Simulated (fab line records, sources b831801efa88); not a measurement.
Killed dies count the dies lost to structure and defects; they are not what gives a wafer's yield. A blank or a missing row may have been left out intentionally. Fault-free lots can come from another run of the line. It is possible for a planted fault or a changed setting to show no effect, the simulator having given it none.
fab line records | flow gf180mcu
record: lots: 12 | wafers: 36 | lastDay: 34
route steps=602 shown V3@445 M4@468 V4@478
lots with no fault: from the same line, run without faults
startH: hours from the record's first day to the start of the lot's first wafer shown | waitH: hours from the lot's prior step to this one | " unchanged from the row above | L1.1+2: a row that stands for several wafers | - either no value or no given start | * or withheld: withheld | < > ~ a bound
route shown NAME@n: a module of which the file shows steps, and the number in the route of the first | usual: mean/standard deviation of fault-free wafers | same: alike in all rows | chamber/n: place in a boat | sites: the reading at each site | _std_site: how widely they spread, as a standard deviation | _edge_site: inner sites' mean taken away from outer sites' mean | radiusMm: for every site, how far away it sits from the centre of the wafer | mask NAME#n: copy n | behind: tool/chamber where the wafer was last shaped | hold: why the lot went on hold/how many hours it stayed there/how the hold came to an end | device: names the non-switching transistor (n, p or np) | end of line: the tests these same wafers got at the end of their route | step lacking rows: just its recipe | killed: count of dies lost to structure and defects at first sort (not the wafer's yield) | map: dies across one wafer; x = killed, . = not, _ = none there
set.NAME: the setting as run; set.NAME@STEP: as run at that earlier step | model.NAME: the simulator's own value behind a step, which no gauge read
one table for each step of the route and one row for each wafer, over a sample of lots
services: the hour from which a tool's chamber was out of use, counted from the record's first day as startH (under 0 if before that day), plus the number of hours and why
== steps ==
step: GF_V3_ETCH_16
recipe: chemistry: N2/H2 | targetDepthA: withheld | overetchA: withheld | timeS: withheld | target: BARC | ionEnergyEv: 200 | sourceW: 500 | biasW: 100 | pressureMtorr: 30 | n2FlowSccm: 100 | h2FlowSccm: 200
usual: drypumpMotorCurrentA: 5.5/0.36 | oesProductAu: 0.855/0.0048 | throttleValvePct: 13.225/0.0089
lot.wafer | tool       | chamber | startH | waitH | drypumpMotorCurrentA | oesProductAu | throttleValvePct
L786.2    | rieDiel-04 | 0       | 510.81 | 0.0   | 4.9                  | 0.850        | 13.226
L786.4    | "          | 2       | "      | "     | 5.5                  | 0.850        | 13.225
L786.6    | "          | 2       | "      | "     | 5.5                  | 0.847        | 13.239
L789.2    | rieDiel-03 | 0       | 539.71 | 0.0   | 6.0                  | 0.853        | 13.243
L789.3    | "          | 3       | "      | "     | 5.9                  | 0.846        | 13.225
L789.6    | "          | 3       | "      | "     | 5.9                  | 0.851        | 13.223
L792.1    | rieDiel-02 | 1       | 565.10 | 0.0   | 6.0                  | 0.858        | 13.229
L792.2    | "          | 3       | "      | "     | 5.3                  | 0.857        | 13.238
L792.6    | "          | 0       | "      | "     | 5.5                  | 0.860        | 13.227
L793.1    | rieDiel-02 | 1       | 575.36 | 0.0   | 6.0                  | 0.856        | 13.228
L793.4    | "          | 2       | "      | "     | 5.0                  | 0.853        | 13.208
L793.6    | "          | 3       | "      | "     | 5.3                  | 0.851        | 13.232
L794.3    | rieDiel-04 | 2       | 585.86 | 0.0   | 5.5                  | 0.850        | 13.229
L794.4    | "          | 1       | "      | "     | 5.6                  | 0.850        | 13.217
L794.5    | "          | 2       | "      | "     | 5.5                  | 0.859        | 13.225
L795.1    | rieDiel-02 | 2       | 592.35 | 0.0   | 5.0                  | 0.849        | 13.196
L795.2    | "          | 1       | "      | "     | 6.0                  | 0.859        | 13.206
L795.5    | "          | 0       | "      | "     | 5.5                  | 0.863        | 13.246
L796.1    | rieDiel-03 | 2       | 598.46 | 0.0   | 5.9                  | 0.853        | 13.224
L796.3    | "          | 1       | "      | "     | 5.2                  | 0.856        | 13.229
L796.4    | "          | 0       | "      | "     | 6.0                  | 0.852        | 13.218
L797.3    | rieDiel-03 | 3       | 603.56 | 0.0   | 5.8                  | 0.862        | 13.232
L797.5    | "          | 0       | "      | "     | 6.0                  | 0.867        | 13.230
L797.6    | "          | 1       | "      | "     | 5.2                  | 0.854        | 13.224
L802.2    | rieDiel-04 | 3       | 641.05 | 0.0   | 5.4                  | 0.851        | 13.237
L802.4    | "          | 2       | "      | "     | 5.5                  | 0.854        | 13.222
L802.5    | "          | 3       | "      | "     | 5.4                  | 0.864        | 13.236
L805.1    | rieDiel-02 | 2       | 660.16 | 0.0   | 5.0                  | 0.862        | 13.228
L805.4    | "          | 0       | "      | "     | 5.4                  | 0.863        | 13.223
L805.5    | "          | 0       | "      | "     | 5.5                  | 0.864        | 13.221
L807.1    | rieDiel-02 | 3       | 675.76 | 0.0   | 5.4                  | 0.860        | 13.222
L807.3    | "          | 2       | "      | "     | 4.9                  | 0.851        | 13.227
L807.6    | "          | 3       | "      | "     | 5.3                  | 0.854        | 13.227
L808.3    | rieDiel-04 | 1       | 679.65 | 0.0   | 5.5                  | 0.851        | 13.214
L808.4    | "          | 0       | "      | "     | 4.9                  | 0.854        | 13.218
L808.5    | "          | 1       | "      | "     | 5.5                  | 0.853        | 13.225
step: GF_V3_ETCH_17
recipe: chemistry: C4F8/O2/Ar | maskMaterial: KrF | target: SiO2 | stopOn: TiN | sourceW: 1500 | biasW: 1200 | pressureMtorr: 40 | c4f8FlowSccm: withheld | O2_flow_sccm: 6 | Ar_flow_sccm: 300 | timeS: withheld | targetDepthA: 6350
usual: oesProductAu: 0.855/0.0047
lot.wafer | tool       | chamber | startH | waitH | oesProductAu
L786.2    | rieDiel-04 | 0       | -      | -     | 0.856
L786.4    | "          | 2       | "      | "     | 0.850
L786.6    | "          | 2       | "      | "     | 0.857
L789.2    | rieDiel-03 | 0       | -      | -     | 0.852
L789.3    | "          | 3       | "      | "     | 0.857
L789.6    | "          | 3       | "      | "     | 0.859
L792.1    | rieDiel-02 | 1       | -      | -     | 0.859
L792.2    | "          | 3       | "      | "     | 0.842
L792.6    | "          | 0       | "      | "     | 0.857
L793.1    | rieDiel-02 | 1       | -      | -     | 0.857
L793.4    | "          | 2       | "      | "     | 0.850
L793.6    | "          | 3       | "      | "     | 0.858
L794.3    | rieDiel-04 | 2       | -      | -     | 0.856
L794.4    | "          | 1       | "      | "     | 0.857
L794.5    | "          | 2       | "      | "     | 0.856
L795.1    | rieDiel-02 | 2       | -      | -     | 0.852
L795.2    | "          | 1       | "      | "     | 0.856
L795.5    | "          | 0       | "      | "     | 0.852
L796.1    | rieDiel-03 | 2       | -      | -     | 0.849
L796.3    | "          | 1       | "      | "     | 0.870
L796.4    | "          | 0       | "      | "     | 0.852
L797.3    | rieDiel-03 | 3       | -      | -     | 0.853
L797.5    | "          | 0       | "      | "     | 0.860
L797.6    | "          | 1       | "      | "     | 0.858
L802.2    | rieDiel-04 | 3       | -      | -     | 0.850
L802.4    | "          | 2       | "      | "     | 0.854
L802.5    | "          | 3       | "      | "     | 0.858
L805.1    | rieDiel-02 | 2       | -      | -     | 0.859
L805.4    | "          | 0       | "      | "     | 0.854
L805.5    | "          | 0       | "      | "     | 0.859
L807.1    | rieDiel-02 | 3       | -      | -     | 0.854
L807.3    | "          | 2       | "      | "     | 0.850
L807.6    | "          | 3       | "      | "     | 0.857
L808.3    | rieDiel-04 | 1       | -      | -     | 0.857
L808.4    | "          | 0       | "      | "     | 0.847
L808.5    | "          | 1       | "      | "     | 0.855
step: GF_M4_PEB_12
recipe: pebTempC: 135 | pebTimeS: 90 | resist: KrF
usual: chillPlateTempC: 22.99/0.11 | heaterPowerTotalW: 85.70/0.085
lot.wafer | tool          | chamber | startH | waitH | chillPlateTempC | heaterPowerTotalW
L786.2    | lithoTrack-01 | 0       | 534.44 | -     | 22.99           | 85.85
L786.4    | "             | 0       | "      | "     | 22.94           | 85.57
L786.6    | "             | 0       | "      | "     | 22.95           | 85.65
L789.2    | lithoTrack-04 | 0       | 563.27 | -     | 22.92           | 85.65
L789.3    | "             | 0       | "      | "     | 23.02           | 85.65
L789.6    | "             | 0       | "      | "     | 22.97           | 85.58
L792.1    | lithoTrack-03 | 0       | 587.20 | -     | 23.00           | 85.65
L792.2    | "             | 0       | "      | "     | 23.04           | 85.61
L792.6    | "             | 0       | "      | "     | 23.16           | 85.70
L793.1    | lithoTrack-01 | 0       | 597.20 | -     | 23.13           | 85.83
L793.4    | "             | 0       | "      | "     | 23.18           | 85.80
L793.6    | "             | 0       | "      | "     | 23.01           | 85.56
L794.3    | lithoTrack-01 | 0       | 607.92 | -     | 22.93           | 85.74
L794.4    | "             | 0       | "      | "     | 23.21           | 85.60
L794.5    | "             | 0       | "      | "     | 23.14           | 85.58
L795.1    | lithoTrack-04 | 0       | 614.84 | -     | 22.92           | 85.75
L795.2    | "             | 0       | "      | "     | 22.71           | 85.73
L795.5    | "             | 0       | "      | "     | 22.87           | 85.55
L796.1    | lithoTrack-01 | 0       | 620.20 | -     | 22.86           | 85.69
L796.3    | "             | 0       | "      | "     | 22.96           | 85.64
L796.4    | "             | 0       | "      | "     | 23.02           | 85.64
L797.3    | lithoTrack-03 | 0       | 625.86 | -     | 23.24           | 85.74
L797.5    | "             | 0       | "      | "     | 22.88           | 85.73
L797.6    | "             | 0       | "      | "     | 22.98           | 85.72
L802.2    | lithoTrack-04 | 0       | 662.22 | -     | 23.15           | 85.83
L802.4    | "             | 0       | "      | "     | 23.20           | 85.89
L802.5    | "             | 0       | "      | "     | 23.03           | 92.82
L805.1    | lithoTrack-01 | 0       | 679.65 | -     | 23.02           | 85.58
L805.4    | "             | 0       | "      | "     | 23.03           | 85.77
L805.5    | "             | 0       | "      | "     | 23.22           | 85.76
L807.1    | lithoTrack-03 | 0       | 695.70 | -     | 22.95           | 85.71
L807.3    | "             | 0       | "      | "     | 22.89           | 85.59
L807.6    | "             | 0       | "      | "     | 23.05           | 85.65
L808.3    | lithoTrack-01 | 0       | 699.42 | -     | 22.89           | 85.60
L808.4    | "             | 0       | "      | "     | 22.96           | 85.62
L808.5    | "             | 0       | "      | "     | 23.02           | 85.69
step: GF_M4_CD_MEAS_14
recipe: targetCdNm: 280
usual: cdNm: 280.3/1.1
lot.wafer | tool     | chamber | startH | waitH | cdNm
L786.2    | cdSem-02 | -       | 534.77 | 0.1   | 281.5
L786.4    | "        | -       | "      | "     | 281.7
L786.6    | "        | -       | "      | "     | 281.5
L789.2    | cdSem-02 | -       | 563.61 | 0.1   | 280.8
L789.3    | "        | -       | "      | "     | 279.0
L789.6    | "        | -       | "      | "     | 280.9
L792.1    | cdSem-01 | -       | 587.55 | 0.1   | 280.7
L792.2    | "        | -       | "      | "     | 280.5
L792.6    | "        | -       | "      | "     | 281.4
L793.1    | cdSem-01 | -       | 597.55 | 0.1   | 278.7
L793.4    | "        | -       | "      | "     | 279.0
L793.6    | "        | -       | "      | "     | 279.4
L794.3    | cdSem-01 | -       | 608.24 | 0.1   | 282.1
L794.4    | "        | -       | "      | "     | 283.4
L794.5    | "        | -       | "      | "     | 282.7
L795.1    | cdSem-02 | -       | 615.19 | 0.1   | 280.4
L795.2    | "        | -       | "      | "     | 280.7
L795.5    | "        | -       | "      | "     | 280.4
L796.1    | cdSem-01 | -       | 620.55 | 0.1   | 280.1
L796.3    | "        | -       | "      | "     | 281.1
L796.4    | "        | -       | "      | "     | 280.2
L797.3    | cdSem-02 | -       | 626.19 | 0.1   | 279.3
L797.5    | "        | -       | "      | "     | 280.1
L797.6    | "        | -       | "      | "     | 279.1
L802.2    | cdSem-02 | -       | 662.59 | 0.2   | 280.4
L802.4    | "        | -       | "      | "     | 280.2
L802.5    | "        | -       | "      | "     | 287.2
L805.1    | cdSem-01 | -       | 680.00 | 0.1   | 280.2
L805.4    | "        | -       | "      | "     | 279.9
L805.5    | "        | -       | "      | "     | 281.0
L807.1    | cdSem-02 | -       | 696.05 | 0.1   | 280.2
L807.3    | "        | -       | "      | "     | 280.7
L807.6    | "        | -       | "      | "     | 280.3
L808.3    | cdSem-02 | -       | 699.74 | 0.1   | 279.3
L808.4    | "        | -       | "      | "     | 280.4
L808.5    | "        | -       | "      | "     | 280.5
step: GF_V4_CVD_02
recipe: material: SiO2 | targetThkNm: 850 | precursor: TEOS | tempC: 400 | timeS: 94.851 | rfW: 600
usual: heaterPowerW: 689/80
lot.wafer | tool     | chamber | startH | waitH | heaterPowerW
L786.2    | pecvd-03 | 0       | 535.69 | 0.0   | 653
L786.4    | "        | 2       | "      | "     | 579
L786.6    | "        | 0       | "      | "     | 671
L789.2    | pecvd-03 | 2       | 564.56 | 0.0   | 747
L789.3    | "        | 0       | "      | "     | 576
L789.6    | "        | 1       | "      | "     | 772
L792.1    | pecvd-03 | 1       | 588.51 | 0.1   | 665
L792.2    | "        | 0       | "      | "     | 654
L792.6    | "        | 1       | "      | "     | 729
L793.1    | pecvd-03 | 0       | 598.60 | 0.1   | 644
L793.4    | "        | 2       | "      | "     | 578
L793.6    | "        | 0       | "      | "     | 670
L794.3    | pecvd-04 | 1       | 609.14 | 0.0   | 599
L794.4    | "        | 0       | "      | "     | 698
L794.5    | "        | 2       | "      | "     | 880
L795.1    | pecvd-04 | 1       | 616.15 | 0.1   | 612
L795.2    | "        | 2       | "      | "     | 840
L795.5    | "        | 1       | "      | "     | 666
L796.1    | pecvd-03 | 1       | 621.52 | 0.1   | 672
L796.3    | "        | 2       | "      | "     | 690
L796.4    | "        | 1       | "      | "     | 714
L797.3    | pecvd-04 | 0       | 627.09 | 0.0   | 719
L797.5    | "        | 1       | "      | "     | 687
L797.6    | "        | 2       | "      | "     | 908
L802.2    | pecvd-01 | 1       | 663.51 | 0.0   | 798
L802.4    | "        | 1       | "      | "     | 656
L802.5    | "        | 2       | "      | "     | 614
L805.1    | pecvd-03 | 2       | 680.93 | 0.1   | 694
L805.4    | "        | 1       | "      | "     | 733
L805.5    | "        | 0       | "      | "     | 637
L807.1    | pecvd-03 | 2       | 697.01 | 0.1   | 728
L807.3    | "        | 0       | "      | "     | 609
L807.6    | "        | 0       | "      | "     | 658
L808.3    | pecvd-01 | 1       | 700.75 | 0.0   | 746
L808.4    | "        | 0       | "      | "     | 807
L808.5    | "        | 2       | "      | "     | 634
== services ==
tool       | chamber | startH | hours | kind
pecvd-04   | 1       | 487.94 | 17.4  | repair
pecvd-04   | -       | 499.78 | 0.8   | repair
rieDiel-04 | 0       | 511.13 | 2.4   | repair
rieDiel-02 | 1       | 514.09 | 4.0   | repair
rieDiel-02 | -       | 522.15 | 2.8   | pm
rieDiel-02 | 1       | 525.28 | 7.0   | repair
rieDiel-02 | 3       | 530.84 | 2.8   | repair
rieDiel-04 | 3       | 535.90 | 2.5   | repair
rieDiel-02 | 3       | 571.98 | 1.5   | repair
pecvd-04   | -       | 574.39 | 0.6   | repair
pecvd-03   | 0       | 590.91 | 7.5   | repair
pecvd-01   | -       | 591.12 | 14.0  | pm
rieDiel-02 | 2       | 599.29 | 1.9   | repair
rieDiel-04 | 1       | 603.69 | 3.9   | repair
pecvd-01   | 0       | 609.60 | 12.4  | repair
pecvd-04   | -       | 610.98 | 0.5   | repair
rieDiel-03 | 3       | 612.08 | 10.1  | repair
pecvd-01   | 2       | 619.22 | 17.7  | repair
pecvd-03   | -       | 625.65 | 1.5   | repair
pecvd-04   | 0       | 636.32 | 4.5   | repair
rieDiel-04 | 2       | 641.43 | 14.1  | repair
rieDiel-04 | 1       | 657.59 | 18.1  | repair
rieDiel-02 | 1       | 668.11 | -     | clean
rieDiel-02 | 1       | 668.11 | 32.1  | scheduledDown
== key ==
firstSign: step: GF_M4_PEB_12 | reading: heaterPowerTotalW | direction: up | sigmas: 84 | usual: 85.70 | struck: 92.82
effect: step: GF_M4_CD_MEAS_14 | reading: cdNm | direction: up | sigmas: 6.4 | usual: 280.3 | struck: 287.2
metAt GF_M4_PEB_12
struckLots L802
struckWafers L802.5
notActingAt GF_V3_ETCH_16,GF_V3_ETCH_17,GF_V4_CVD_02
onsetBetween 614.84 662.22
fault: kind: processParameterDrift | tool: lithoTrack-04 | chamber: - | onsetH: 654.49 | steps: GF_M4_PEB_12 | channel: pebTimeS | offset: * | shape: step | endH: 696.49 | scope: struckWafersOnly | actsIn: * | stated: *
